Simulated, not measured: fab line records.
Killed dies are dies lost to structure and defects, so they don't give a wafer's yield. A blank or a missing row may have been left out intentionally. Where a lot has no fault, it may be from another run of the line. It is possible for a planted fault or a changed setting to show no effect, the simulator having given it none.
Split-lot trial -- flow sky130 -- route with 708 steps; 5 lots, 20 wafers read

== THE SPLIT ITSELF ==
At SKY_METAL5_SOFTBAKE_10 (time 60 s), the setting tempC was moved away from the recipe's 90 C on 7 of the 20 wafers read, by -3.9% to +2.9%. All remaining wafers had this setting at the recipe value.

== FROM THE SPLIT TO THE READING: what the file shows between them, 2 steps ==
- SKY_METAL5_EXPOSE_11: exposes mask MM5, target cd 1600 nm
- SKY_METAL5_PEB_12

== THE READING ==
NOVOLAK_of_METAL5_COAT_09.thkNm (the simulator's own value, which no gauge read), in nm, at SKY_METAL5_DEVELOP_13 (develop time 60 s). There is no usual value for it anywhere in the file. Here, 13 wafers ran the recipe; their average is 1802 nm with a standard deviation of 5.9 nm.

wafer,"tool, chamber at the split","tempC as run, C",against the recipe,"NOVOLAK_of_METAL5_COAT_09.thkNm, nm",against lot-mates on the recipe
L075.1,"lithoTrack-04, 0",90,recipe,1795,-
L075.2,"lithoTrack-04, 0",86.49,-3.9%,1815,+22
L075.3,"lithoTrack-04, 0",86.49,-3.9%,1813,+20
L075.5,"lithoTrack-04, 0",86.49,-3.9%,1811,+18
L075.6,"lithoTrack-04, 0",90,recipe,1791,-
L076.2,"lithoTrack-01, 0",90,recipe,1801,-
L076.3,"lithoTrack-01, 0",90,recipe,1808,-
L076.4,"lithoTrack-01, 0",90,recipe,1802,-
L076.5,"lithoTrack-01, 0",86.98,-3.4%,1817,+13
L076.6,"lithoTrack-01, 0",86.98,-3.4%,1815,+11
L079.3,"lithoTrack-03, 0",90,recipe,1808,-
L079.5,"lithoTrack-03, 0",90,recipe,1808,-
L079.6,"lithoTrack-03, 0",90,recipe,1806,-
L082.2,"lithoTrack-04, 0",90,recipe,1792,-
L082.3,"lithoTrack-04, 0",90,recipe,1799,-
L084.1,"lithoTrack-01, 0",90,recipe,1809,-
L084.2,"lithoTrack-01, 0",92.59,+2.9%,1793,-11
L084.4,"lithoTrack-01, 0",92.59,+2.9%,1793,-11
L084.5,"lithoTrack-01, 0",90,recipe,1802,-
L084.6,"lithoTrack-01, 0",90,recipe,1800,-

FIT RESULTS
A straight line over all 20 wafers: NOVOLAK_of_METAL5_COAT_09.thkNm changes by -3.26 nm for each +1% of tempC; r = -0.79; the points scatter about the line by 5.2 nm.
The same after taking each lot's own level away (the mean of its wafers on the recipe; 20 wafers): -4.41 nm for each +1%; r = -0.95; scatter 3 nm.
That fit puts the effect of the largest move of tempC on the reading at 17 nm.
From 1793.0 to 1807.3 nm: that is the span of the lots' own levels, equal to 2.4 times the standard deviation above.
So the lot-to-lot level blurs the effect unless lot-mates are compared.
Check: with one of the wafers moved furthest among these (-3.9%) left out of the fit, the line predicts +16.5 nm for it against its lot-mates. It came out at +22 nm against them.

== FILE'S OWN FIT ==
NOVOLAK_of_METAL5_COAT_09.thkNm changes by -4.31 nm for each +1% of tempC, r = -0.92.
